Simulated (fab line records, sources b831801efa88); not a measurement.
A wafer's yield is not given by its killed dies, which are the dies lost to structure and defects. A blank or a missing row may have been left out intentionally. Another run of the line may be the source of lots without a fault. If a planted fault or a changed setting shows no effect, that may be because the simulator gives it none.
The tool behind it: which one? | flow sky130 | 13 lots with 39 wafers sampled at 2 steps, on a route of 708 steps

## WHAT THE GAUGES SHOWED, per wafer
SKY_VIA4_THK_MEAS_20: measures by xrf.
lot  | measured     | on           | VIA4_W_THK (nm)
L963 | day 42 17:07 | filmMetro-01 | 481 493 495
L964 | day 42 21:35 | filmMetro-03 | 485 489 487
L966 | day 43 18:55 | filmMetro-02 | 482 475 475
L967 | day 44 09:02 | filmMetro-01 | 493 506 504
L969 | day 46 09:20 | filmMetro-01 | 502 502 497
L970 | day 46 12:53 | filmMetro-02 | 482 487 485
L973 | day 46 10:26 | filmMetro-01 | 482 490 489
L974 | day 46 14:22 | filmMetro-02 | 481 481 483
L976 | day 46 15:23 | filmMetro-02 | 491 491 488
L977 | day 46 15:44 | filmMetro-02 | 490 482 490
L980 | day 47 02:49 | filmMetro-03 | 480 483 479
L985 | day 49 01:39 | filmMetro-02 | 480 477 478
L986 | day 49 02:46 | filmMetro-01 | 488 485 486

## TOOL THAT RAN EACH LOT (tool first, then ch and the chambers of the sampled wafers, then the start)
lot  | SKY_GATE_OXIDE_OXIDATION_16
L963 | furnace-01 ch 0, day 13 18:12
L964 | furnace-01 ch 0, day 14 02:37
L966 | furnace-02 ch 0, day 15 02:00
L967 | furnace-01 ch 0, day 15 21:58
L969 | furnace-02 ch 0, day 17 08:42
L970 | furnace-02 ch 0, day 17 08:42
L973 | furnace-02 ch 0, day 17 08:42
L974 | furnace-01 ch 0, day 17 21:08
L976 | furnace-01 ch 0, day 18 08:24
L977 | furnace-01 ch 0, day 18 21:38
L980 | furnace-01 ch 0, day 19 20:59
L985 | furnace-01 ch 0, day 22 16:07
L986 | furnace-01 ch 0, day 22 16:07
- SKY_GATE_OXIDE_OXIDATION_16: stabilise 600 s, purge 300 s, target thk 3.57 nm.

## WHAT THE TOOLS THEMSELVES READ (means of the sampled wafers that have a number; where no wafer has one, the mark that the record gives instead)
SKY_GATE_OXIDE_OXIDATION_16.
lot  | tool       | spikeTcCentreC (C)
L963 | furnace-01 | 801.4
L964 | furnace-01 | 799.4
L966 | furnace-02 | 801.0
L967 | furnace-01 | 799.7
L969 | furnace-02 | 801.5
L970 | furnace-02 | 801.0
L973 | furnace-02 | 800.8
L974 | furnace-01 | 801.5
L976 | furnace-01 | 801.3
L977 | furnace-01 | 799.4
L980 | furnace-01 | 800.1
L985 | furnace-01 | 800.3
L986 | furnace-01 | 798.4

## THE ANSWER, worked out from the rows above alone
Rule: what is usual is taken from the lots themselves. Put in order of their means at a reading, lots are off if they are a third of the lots or fewer, leave a main group of 4 or more, and stand apart from it by a gap of 3 or more times the standard deviation of the main group's means; of several such gaps the widest counts. A main group is skipped when, at the precision printed for the reading in the tables above, its means are all equal. Also off: a lot with no number at a reading for which 4 or more lots have one. Where the step has rows for the other lots, those lots are counted as sound. First the gauges in route order, then the tools' own readings, where a lot's mean is used as printed above. The first step at which some lot is off is used, and at that step the reading that is off furthest; a lot without a number counts as furthest.
No lot is off on any of the readings shown, so nothing can be concluded from this.

## WHAT THE SIMULATOR PUT IN
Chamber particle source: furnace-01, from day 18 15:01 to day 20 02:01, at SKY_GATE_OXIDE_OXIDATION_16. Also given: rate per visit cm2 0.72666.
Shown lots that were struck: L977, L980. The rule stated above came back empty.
